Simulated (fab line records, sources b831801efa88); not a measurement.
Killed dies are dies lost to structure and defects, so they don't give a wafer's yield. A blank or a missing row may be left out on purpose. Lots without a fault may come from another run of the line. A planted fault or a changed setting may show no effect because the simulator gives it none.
Problem report in the 8D (eight disciplines) form, filled by code | flow gf180mcu | the parts of the form that need people (team, actions taken, sign-off) are left out

1. THE PROBLEM
HV_LDD_3_TW at GF_HV_LDD_TW_MEAS_38 reads a mean of 1342 on 6 wafers of 2 lots; wafers without a fault read 1430 with a standard deviation of 13. That is -6.8 standard deviations from the usual mean.
First seen on wafer L984.2, day 13 23:15, on film_metro-02. The record holds 42 wafers of 14 lots with a number at this step. Rule for "out", or "out of limits": more than 4 standard deviations from the usual mean. The other wafers with a number count as sound.

2. WHAT IT IS AND WHAT IT IS NOT
question                    | is                           | is not
which readings at this step | HV_LDD_3_TW                  | -
which lots                  | L984, L987                   | L100, L977, L979, L980, L985, L990, L991, L995, L996, L997, L998, L999
which wafers of those lots  | all that have a number       | -
read on which gauges        | film_metro-02, film_metro-03 | film_metro-04
when                        | from day 13 23:15            | up to then (9 sound wafers); but 27 sound wafers of L100, L985, L990, L991, L995, L996, L997, L998, L999 came after

3. SUSPECTS, AND WHAT RULES EACH OUT
Counting: a tool at a process step up to the reading stays a suspect if it ran every lot that is out and no sound lot after the first of them.
- the gauge at GF_HV_LDD_TW_MEAS_38: ruled out. The wafers that are out were read on 2 gauges (film_metro-02, film_metro-03).
- implanter-03 at GF_HV_LDD_IMPLANT_33: ruled out as a lasting fault. Sound lots L995, L999 ran on it after its first lot that is out, L984 (day 13 22:34).
Left after counting: nothing in the record.

4. THE CAUSE (what the simulator had put in)
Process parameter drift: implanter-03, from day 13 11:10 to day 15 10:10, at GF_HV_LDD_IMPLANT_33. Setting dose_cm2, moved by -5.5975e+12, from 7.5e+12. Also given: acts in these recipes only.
Counting ruled it out, wrongly: the rule takes a fault to strike every lot that its tool runs from its start on, and this one did not.

5. THE CHAIN OF EFFECTS, in route order
Each row: a reading whose mean over the struck wafers that have a number lies more than 3 standard deviations from the usual. Only readings for which the record gives a usual standard deviation are gone through. hours: the time from each lot's start at the first step in this table that gives one to its start at this step, as a median over the lots. sigmas: the change in usual standard deviations.
hours | step                 | reading            | usual        | on struck wafers | change     | sigmas
0     | GF_HV_LDD_IMPLANT_33 | dose_ions_cm2      | 7.501e+12    | 1.900e+12        | -5.601e+12 | -99 or more
0     | GF_HV_LDD_IMPLANT_33 | faraday_current_uA | 42.3         | 10.7             | -31.6      | -36
1     | GF_HV_LDD_TW_MEAS_38 | HV_LDD_3_TW        | 1430         | 1342             | -88        | -6.8
22    | GF_HV_LDD_RS_MEAS_53 | HV_LDD_RS          | 418.3 ohm/sq | 434.6            | +16.2      | +16
The process steps in it:
- GF_HV_LDD_IMPLANT_33

6. WHAT WOULD HAVE CAUGHT IT SOONER
In this record the first reading out of limits at a measuring or inspecting step was taken at day 13 23:15, 12 hours after the fault began at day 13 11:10.
The tool's own readings at GF_HV_LDD_IMPLANT_33 were out on every struck wafer that the step has a row for (dose_ions_cm2, faraday_current_uA): an alarm limit on them would have fired on the first of those.
